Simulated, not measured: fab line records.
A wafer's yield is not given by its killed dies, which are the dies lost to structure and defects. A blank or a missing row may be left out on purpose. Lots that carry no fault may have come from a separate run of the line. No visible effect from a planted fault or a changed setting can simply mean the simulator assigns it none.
Which of the tools did it? + flow sky130 + at 1 step of a route of 708, 24 lots with 72 wafers sampled

## WHAT THE GAUGES READ, wafer by wafer
SKY_CONTACT_THK_MEAS_26: measures by xrf.
| lot  | measured     | on            | CONTACT_W_THK (nm) |
|------|--------------|---------------|--------------------|
| L074 | day 31 13:35 | film metro-04 | 335 332 344        |
| L075 | day 31 13:36 | film metro-03 | 337 344 338        |
| L076 | day 32 00:01 | film metro-03 | 347 341 344        |
| L077 | day 32 03:32 | film metro-03 | 339 342 347        |
| L078 | day 32 08:11 | film metro-03 | 334 343 338        |
| L079 | day 32 21:11 | film metro-01 | 345 342 343        |
| L080 | day 33 05:14 | film metro-04 | 338 341 339        |
| L081 | day 34 04:55 | film metro-01 | 344 341 343        |
| L082 | day 34 11:51 | film metro-03 | 335 339 335        |
| L083 | day 34 12:34 | film metro-04 | 342 345 343        |
| L084 | day 34 20:44 | film metro-03 | 335 344 338        |
| L085 | day 35 00:41 | film metro-04 | 346 343 345        |
| L087 | day 36 04:38 | film metro-03 | 337 339 347        |
| L086 | day 36 05:47 | film metro-03 | 335 334 335        |
| L088 | day 36 08:46 | film metro-03 | 334 339 342        |
| L089 | day 36 18:59 | film metro-01 | 340 343 338        |
| L092 | day 36 21:42 | film metro-03 | 341 338 339        |
| L090 | day 36 23:41 | film metro-01 | 345 349 345        |
| L091 | day 37 02:33 | film metro-01 | 340 336 337        |
| L093 | day 37 07:07 | film metro-03 | 335 332 341        |
| L094 | day 37 12:58 | film metro-04 | 343 346 346        |
| L095 | day 37 23:14 | film metro-01 | 329 333 335        |
| L096 | day 38 09:39 | film metro-01 | 336 342 338        |
| L097 | day 38 13:31 | film metro-04 | 339 344 336        |

## TOOL THAT RAN EACH LOT (tool first, then ch and the chambers of the sampled wafers, then the start)
Before these readings, the record contains no process step.

## AS READ BY THE TOOLS THEMSELVES (means over the sampled wafers that have a number; for cases with no such wafer, the mark the record gives instead)
The record holds no such reading with a usual standard deviation.

## THE ANSWER, worked out from the rows above alone
Rule: the usual values come from the lots themselves. Put in order of their means at a reading, lots are off if they are a third of the lots or fewer, leave a main group of 4 or more, and stand apart from it by a gap of 3 or more times the standard deviation of the main group's means; of several such gaps the widest counts. A main group is skipped when, at the precision printed for the reading in the tables above, its means are all equal. Also off: a lot with no number at a reading for which 4 or more lots have one. Where the step has rows for the other lots, those lots are counted as sound. Order of review: gauges by route order, followed by the tools' own readings, for which a lot's mean as printed above is used. The first step at which some lot is off is used, and at that step the reading that is off furthest; a lot without a number counts as furthest.
Nothing can be told from this: no lot is off at any reading shown.

## WHAT THE SIMULATOR HAD PUT IN
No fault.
